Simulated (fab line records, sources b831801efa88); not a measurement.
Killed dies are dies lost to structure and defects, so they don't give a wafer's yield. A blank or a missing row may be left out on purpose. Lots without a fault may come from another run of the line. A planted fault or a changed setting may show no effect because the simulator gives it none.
fab line records | flow sky130
record lots=11 wafers=33 last_day=50
route steps=708 shown CAP2M@603 VIA4@641 PASSIVATION@683 PAD_OPEN@696
lots that met no fault: from a run of the same line without faults
start_h: hours from the record's first day to the start of the lot's first wafer shown | wait_h: hours since the lot's step before | " the same as in the row above | L1.1+2: a row that stands for several wafers | - no value, or no start given | * or withheld: withheld | < > ~ a bound
route shown NAME@n: a module of which the file shows steps, and the number in the route of the first | usual: mean/standard deviation of fault-free wafers | same: alike in all rows | chamber/n: place in a boat | sites: the reading at each site | _std_site: their standard deviation | _edge_site: outer sites' mean less inner sites' | radius_mm: how far each site lies from the wafer's centre | mask NAME#n: copy n | behind: the tool/chamber that last shaped the wafer | hold: why the lot was held/for how many hours/how that ended | device: the transistor (n, p or np) that didn't switch | end of line: the same wafers' tests at the end of the route | a step without rows: its recipe alone | killed: dies lost to structure and defects at the first sort, not the wafer's yield | map: a wafer's dies, x killed, . not, _ none there
set.NAME: the setting as run; set.NAME@STEP: as run at that earlier step | model.NAME: the simulator's own value behind a step, which no gauge read
steps of the route over a sample of lots; a table a step, a row a wafer
services: from which hour (start_h, from the record's first day; less than 0 if before it) a tool's chamber was out of use, for how many hours, and why
## steps
# step SKY_CAP2M_CVD_00
# recipe material=SiO2 target_thk_nm=15.5 temp_c=400 time_s=withheld rf_w=450
# usual heater_power_w=745/73
# columns lot.wafer tool chamber start_h wait_h heater_power_w
L537.2 pecvd-04 1 935.34 0.0 805
L537.3 " 2 " " 784
L537.5 " 0 " " 754
L539.1 pecvd-04 0 954.16 0.0 677
L539.5 " 2 " " 820
L539.6 " 0 " " 676
L543.2 pecvd-02 0 1000.83 0.0 624
L543.4 " 2 " " 708
L543.5 " 0 " " 641
L546.3 pecvd-02 0 1003.11 0.0 706
L546.5 " 2 " " 741
L546.6 " 1 " " 920
L548.1 pecvd-04 0 1015.91 0.0 710
L548.3 " 0 " " 700
L548.6 " 0 " " 728
L550.4 pecvd-01 1 1027.63 0.0 801
L550.5 " 0 " " 820
L550.6 " 2 " " 672
L551.2 pecvd-01 1 1036.72 0.0 766
L551.4 " 0 " " 711
L551.5 " 1 " " 750
L552.1 pecvd-04 0 1041.16 0.0 777
L552.2 " 1 " " 783
L552.5 " 1 " " 758
L556.2 pecvd-04 2 1067.75 0.0 711
L556.3 " 1 " " 747
L556.4 " 0 " " 714
L557.1 pecvd-01 1 1071.37 0.0 744
L557.4 " 2 " " 681
L557.6 " 0 " " 763
L558.2 pecvd-04 1 1078.07 0.0 857
L558.3 " 0 " " 732
L558.6 " 1 " " 848
# step SKY_VIA4_CMP_02
# recipe material=SiO2 down_force_psi=4 platen_rpm=60 pad_velocity_m_s=0.94248
# usual motor_current_A=11.6/1 retaining_ring_pressure_frac=1.000/0.0051
# columns lot.wafer tool chamber start_h wait_h motor_current_A retaining_ring_pressure_frac
L537.2 cmp-01 1 984.97 0.1 10.5 1.000
L537.3 " 3 " " 12.1 0.996
L537.5 " 0 " " 12.1 1.000
L539.1 cmp-01 0 1004.61 0.2 11.7 1.001
L539.6 " 1 " " 10.6 0.998
L539.5 " 2 " " 12.6 0.997
L543.4 cmp-02 0 1048.63 0.1 11.3 0.999
L543.2 " 1 " " 10.7 1.002
L543.5 " 2 " " 10.8 1.011
L546.3 cmp-01 3 1051.46 0.2 12.4 1.006
L546.6 " 0 " " 12.0 1.001
L546.5 " 1 " " 10.8 1.002
L548.3 cmp-01 0 1062.06 0.1 13.1 1.003
L548.1 " 2 " " 12.6 0.997
L548.6 " 3 " " 12.6 1.004
L550.4 cmp-01 0 1073.61 0.1 12.7 0.999
L550.6 " 2 " " 13.6 1.002
L550.5 " 3 " " 12.2 0.999
L551.4 cmp-01 0 1081.86 0.0 12.8 0.997
L551.2 " 3 " " 13.1 1.005
L551.5 " 1 " " 10.0 0.990
L552.1 cmp-01 1 1085.41 0.1 10.8 1.010
L552.2 " 2 " " 12.6 0.995
L552.5 " 0 " " 11.6 0.997
L556.4 cmp-02 3 1111.05 0.1 13.2 1.001
L556.2 " 0 " " 10.9 0.990
L556.3 " 1 " " 11.2 1.000
L557.4 cmp-01 0 1114.60 0.0 11.6 0.998
L557.1 " 2 " " 12.4 0.996
L557.6 " 0 " " 12.1 0.999
L558.3 cmp-01 2 1120.33 0.1 12.9 0.999
L558.2 " 3 " " 12.7 0.992
L558.6 " 2 " " 12.7 1.003
# step SKY_PASSIVATION_CVD_02
# recipe material=Si3N4 target_thk_nm=540 temp_c=400 time_s=withheld rf_w=450
# usual heater_power_w=742/81
# columns lot.wafer tool chamber start_h wait_h heater_power_w
L537.2 pecvd-02 0 1034.12 0.0 579
L537.3 " 1 " " 897
L537.5 " 1 " " 752
L539.1 pecvd-03 2 1052.61 0.1 713
L539.5 " 2 " " 757
L539.6 " 0 " " 835
L543.2 pecvd-02 1 1093.86 0.0 863
L543.4 " 1 " " 879
L543.5 " 0 " " 551
L546.3 pecvd-03 1 1096.75 0.0 718
L546.5 " 2 " " 780
L546.6 " 1 " " 593
L548.1 pecvd-03 0 1106.51 0.1 848
L548.3 " 2 " " 699
L548.6 " 2 " " 729
L550.4 pecvd-04 1 1117.16 0.1 858
L550.5 " 0 " " 742
L550.6 " 2 " " 746
L551.2 pecvd-03 1 1125.43 0.0 624
L551.4 " 1 " " 702
L551.5 " 2 " " 722
L552.1 pecvd-03 1 1128.43 0.1 694
L552.2 " 2 " " 708
L552.5 " 1 " " 715
L556.2 pecvd-02 1 1152.11 0.0 897
L556.3 " 0 " " 663
L556.4 " 0 " " 674
L557.1 pecvd-04 1 1155.35 0.1 827
L557.4 " 2 " " 788
L557.6 " 1 " " 836
L558.2 pecvd-02 0 1161.42 0.0 606
L558.3 " 1 " " 910
L558.6 " 1 " " 745
# step SKY_PAD_OPEN_COAT_02
# recipe spin_rpm=2000 resist_thk_nm=3000
# usual spin_speed_rpm=2000.0/1.6
# columns lot.wafer tool chamber start_h wait_h spin_speed_rpm
L537.2 litho_track-04 0 1067.12 0.1 1999.1
L537.3 " 0 " " 1999.6
L537.5 " 0 " " 2000.0
L539.1 litho_track-04 0 1084.34 0.1 1998.6
L539.5 " 0 " " 1998.5
L539.6 " 0 " " 1999.8
L543.2 litho_track-03 0 1123.13 0.1 2001.4
L543.4 " 0 " " 2002.2
L543.5 " 0 " " 1998.2
L546.3 litho_track-04 0 1126.34 0.1 2066.1
L546.5 " 0 " " 2066.4
L546.6 " 0 " " 2064.8
L548.1 litho_track-04 0 1136.44 0.1 2067.7
L548.3 " 0 " " 2067.6
L548.6 " 0 " " 2069.2
L550.4 litho_track-01 0 1145.82 0.1 2000.2
L550.5 " 0 " " 2000.4
L550.6 " 0 " " 1999.0
L551.2 litho_track-01 0 1153.42 0.1 1999.9
L551.4 " 0 " " 1997.7
L551.5 " 0 " " 1999.9
L552.1 litho_track-03 0 1157.00 0.1 1999.5
L552.2 " 0 " " 2001.5
L552.5 " 0 " " 2000.2
L556.2 litho_track-01 0 1177.22 0.1 1997.6
L556.3 " 0 " " 1998.7
L556.4 " 0 " " 2000.1
L557.1 litho_track-01 0 1181.00 0.1 2001.7
L557.4 " 0 " " 2001.3
L557.6 " 0 " " 2002.8
L558.2 litho_track-03 0 1185.93 0.1 2000.0
L558.3 " 0 " " 2001.0
L558.6 " 0 " " 2001.8
# step SKY_PAD_OPEN_STRIP_08
# recipe chemistry=O2/N2 power_w=1400 pressure_mtorr=1500 platen_temp_c=withheld overash_fraction=0.7 o2_flow_sccm=3000 n2_flow_sccm=300
# usual drypump_motor_current_A=5.4/0.36 oes_product_au=0.663/0.0043 strip_time_to_endpoint_s=37.07/0.1
# columns lot.wafer tool chamber start_h wait_h drypump_motor_current_A oes_product_au rf_hours_counter_h strip_time_to_endpoint_s
L537.2 plasma_asher-01 0 1077.80 0.1 5.4 0.660 98 36.84
L537.3 " 1 " " 5.5 0.659 - 37.15
L537.5 " 1 " " 5.5 0.662 - 37.12
L539.1 plasma_asher-04 1 1095.26 0.1 5.1 0.657 3 37.21
L539.5 " 1 " " 5.1 0.664 - 37.12
L539.6 " 0 " " 5.6 0.665 - 37.29
L543.2 plasma_asher-01 1 1133.30 0.1 5.5 0.661 103 37.07
L543.4 " 0 " " 5.5 0.663 - 37.06
L543.5 " 0 " " 5.5 0.665 - 36.95
L546.3 plasma_asher-02 0 1137.09 0.1 5.8 0.660 - 36.44
L546.5 " 1 " " 4.7 0.662 - 36.30
L546.6 " 0 " " 5.8 0.664 - 36.53
L548.1 plasma_asher-01 1 1145.71 0.1 5.5 0.664 104 36.49
L548.3 " 1 " " 5.5 0.654 - 36.49
L548.6 " 1 " " 5.5 0.659 - 36.48
L550.4 plasma_asher-04 1 1155.49 0.1 5.1 0.663 - 37.11
L550.5 " 0 " " 5.6 0.664 - 37.16
L550.6 " 1 " " 5.0 0.672 - 37.06
L551.2 plasma_asher-01 1 1163.11 0.1 5.4 0.667 105 37.08
L551.4 " 0 " " 5.5 0.663 - 37.19
L551.5 " 1 " " 5.5 0.657 - 37.05
L552.1 plasma_asher-01 0 1165.95 0.1 5.5 0.667 106 37.28
L552.2 " 1 " " 5.5 0.660 106 37.22
L552.5 " 1 " " 5.5 0.664 - 37.22
L556.2 plasma_asher-02 0 1185.71 0.1 5.9 0.666 42 37.13
L556.3 " 0 " " 5.8 0.666 - 37.08
L556.4 " 1 " " 4.7 0.660 - 37.07
L557.1 plasma_asher-04 0 1189.36 0.1 5.7 0.664 12 37.17
L557.4 " 0 " " 5.7 0.666 - 37.24
L557.6 " 0 " " 5.7 0.666 - 37.25
L558.2 plasma_asher-04 0 1193.81 0.1 5.6 0.665 12 37.18
L558.3 " 1 " " 5.0 0.660 - 37.22
L558.6 " 0 " " 5.7 0.669 - 37.13
# step SKY_PAD_OPEN_PROBE_99
# usual defect_limited_yield=82.2/1.8 killed_at_M0_to_M3=44/7.1 killed_at_M4_up=3.1/1.9 killed_at_contacts=25/5.8 killed_at_front_end=16/4.5 killed_at_other=0.3/0.52 killed_dies=88/9.1 killed_open=48/6.8 killed_short=39/5.8 sort_bin_3_pad_short=0.9/0.4 sort_bin_5_function=10.6/1.4 sort_bin_6_memory=6.3/1.1 sort_n_pass=404/9.1 sort_yield_pct=82.2/1.8
# same gross_dies=492 killed_at_back_side=0 sort_bin_4_leakage[%]=0 sort_bin_8_speed[%]=0
# columns lot.wafer tool chamber start_h wait_h defect_limited_yield[%] killed_at_M0_to_M3 killed_at_M4_up killed_at_contacts killed_at_front_end killed_at_other killed_dies killed_open killed_short sort_bin_3_pad_short[%] sort_bin_5_function[%] sort_bin_6_memory[%] sort_n_pass sort_yield_pct[%]
L548.1 prober-01 - 1147.96 0.1 81.3 46 5 22 19 0 92 44 48 1.4 10.6 6.7 400 81.3
L548.3 prober-01 - 1148.06 0.2 80.7 39 2 33 21 0 95 43 52 1.0 12.2 6.1 397 80.7
L548.6 prober-01 - 1148.21 0.2 86.0 33 2 21 13 0 69 38 31 0.8 9.3 3.9 423 86.0
L550.4 prober-02 - 1157.81 0.2 82.1 37 2 36 12 1 88 48 39 0.6 11.4 5.9 404 82.1
L550.5 prober-02 - 1157.86 0.2 84.6 39 3 22 12 0 76 43 33 0.6 10.2 4.7 416 84.6
L550.6 prober-02 - 1157.91 0.2 81.7 51 2 17 20 0 90 43 47 1.0 10.8 6.5 402 81.7
# killed by level:class
L548.1 METAL2:geometric_particle:short=9 LI_CONTACT:geometric_particle:open=8 VIA1:geometric_particle:short=8 VIA1:geometric_particle:open=8 FIELD_ISO:geometric_particle:open=6 CONTACT:geometric_particle:open=6 LI_CONTACT:geometric_particle:short=5 VIA2:geometric_particle:open=5
L548.3 LOCAL_INTERCONNECT:geometric_particle:short=10 CONTACT:geometric_particle:open=10 VIA1:geometric_particle:open=8 METAL2:geometric_particle:short=7 VIA3:geometric_particle:open=6 FIELD_ISO:geometric_particle:open=5 FIELD_ISO:geometric_particle:short=5 CONTACT:geometric_particle:short=5
L548.6 VIA3:geometric_particle:open=7 VIA1:geometric_particle:open=6 CONTACT:geometric_particle:short=5 CONTACT:geometric_particle:open=5 METAL1:geometric_particle:short=5 LI_CONTACT:geometric_particle:short=4 POLY_GATE:geometric_particle:open=3 LI_CONTACT:geometric_particle:open=3
L550.4 VIA1:geometric_particle:open=14 CONTACT:geometric_particle:open=13 CONTACT:geometric_particle:short=9 LI_CONTACT:geometric_particle:open=6 LOCAL_INTERCONNECT:geometric_particle:short=5 VIA1:geometric_particle:short=5 FIELD_ISO:geometric_particle:short=4 VIA3:geometric_particle:short=4
L550.5 VIA1:geometric_particle:open=14 CONTACT:geometric_particle:open=7 LI_CONTACT:geometric_particle:open=6 VIA3:geometric_particle:open=6 METAL2:geometric_particle:short=4 CONTACT:geometric_particle:short=4 LOCAL_INTERCONNECT:geometric_particle:short=4 VIA2:geometric_particle:open=4
L550.6 VIA1:geometric_particle:open=13 METAL2:geometric_particle:short=10 POLY_GATE:geometric_particle:short=6 VIA1:geometric_particle:short=6 VIA3:geometric_particle:open=6 CONTACT:geometric_particle:open=5 LOCAL_INTERCONNECT:geometric_particle:short=4 FIELD_ISO:geometric_particle:short=3
## services
# columns tool chamber start_h hours kind
cmp-01 - 917.69 4.0 pm
cmp-01 - 937.71 2.2 repair
pecvd-02 1 961.41 2.2 repair
pecvd-04 - 963.87 0.8 repair
pecvd-04 - 971.46 0.5 repair
plasma_asher-04 - 989.01 10.1 repair
cmp-01 - 1000.66 0.3 repair
pecvd-04 2 1012.24 14.2 repair
plasma_asher-01 - 1015.50 2.8 pm
pecvd-02 - 1022.39 6.0 pm
cmp-01 - 1039.16 4.1 pm
pecvd-04 - 1059.08 5.5 pm
pecvd-03 - 1066.87 2.8 pm
plasma_asher-01 - 1078.17 1.4 repair
cmp-01 - 1101.44 6.3 repair
plasma_asher-01 - 1104.63 1.1 repair
pecvd-02 - 1105.28 4.6 repair
plasma_asher-01 - 1106.20 2.6 repair
pecvd-04 2 1107.40 2.4 repair
plasma_asher-01 - 1109.19 2.4 repair
cmp-01 - 1126.00 1.5 repair
pecvd-02 0 1155.34 4.0 repair
cmp-01 - 1164.17 4.0 pm
plasma_asher-01 - 1164.85 0.5 repair
## key
first_sign step=SKY_PAD_OPEN_COAT_02 reading=spin_speed_rpm direction=up sigmas=42 usual=2000.0 struck=2067.0
effect step=SKY_PAD_OPEN_STRIP_08 reading=strip_time_to_endpoint_s direction=down sigmas=6.1 usual=* struck=*
met_at SKY_PAD_OPEN_COAT_02
struck_lots L546,L548
not_acting_at SKY_CAP2M_CVD_00,SKY_VIA4_CMP_02,SKY_PASSIVATION_CVD_02
onset_between 1084.34 1126.34
fault kind=process_parameter_drift tool=litho_track-04 chamber=- onset_h=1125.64 steps=SKY_PAD_OPEN_COAT_02 channel=spin_rpm offset=67.259 shape=step end_h=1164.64 acts_in=these_recipes_only stated=2000
